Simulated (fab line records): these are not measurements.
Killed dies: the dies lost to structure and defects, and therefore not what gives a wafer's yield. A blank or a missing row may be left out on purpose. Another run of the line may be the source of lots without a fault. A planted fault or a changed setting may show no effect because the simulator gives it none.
Which tool did it?    flow sky130    at 1 step of a route of 708, 6 lots with 18 wafers sampled

WHAT EACH GAUGE READ, for each wafer
SKY_METAL2_CD_MEAS_15: the cd target is 140 nm.
lot   measured      on        cdNm (nm)
L648  day 36 09:55  cdSem-01  139.0 138.8 142.6
L651  day 37 05:10  cdSem-02  141.2 143.0 142.8
L654  day 38 07:06  cdSem-02  141.5 140.5 139.3
L659  day 39 10:32  cdSem-02  141.0 141.8 140.9
L662  day 40 05:28  cdSem-01  141.9 141.0 141.4
L664  day 41 08:16  cdSem-01  139.5 139.3 138.9

WHAT TOOL EACH LOT RAN ON (gives the tool, then ch and the chambers of the sampled wafers, and finally the start)
There is no process step in the record ahead of these readings.

THE ANSWER, worked out from the rows above alone
Rule: what is usual is taken from the lots themselves. Put in order of their means at a reading, lots are off if they are a third of the lots or fewer, leave a main group of 4 or more, and stand apart from it by a gap of 3 or more times the standard deviation of the main group's means; of several such gaps the widest counts. A main group is skipped when, at the precision printed for the reading in the tables above, its means are all equal. A lot without any number at a reading at which 4 lots or more have one is off too. Any other lot the step has rows for is counted as sound.
No lot is off on any of the readings shown, so nothing can be concluded from this.

WHAT THE SIMULATOR HAD INSERTED
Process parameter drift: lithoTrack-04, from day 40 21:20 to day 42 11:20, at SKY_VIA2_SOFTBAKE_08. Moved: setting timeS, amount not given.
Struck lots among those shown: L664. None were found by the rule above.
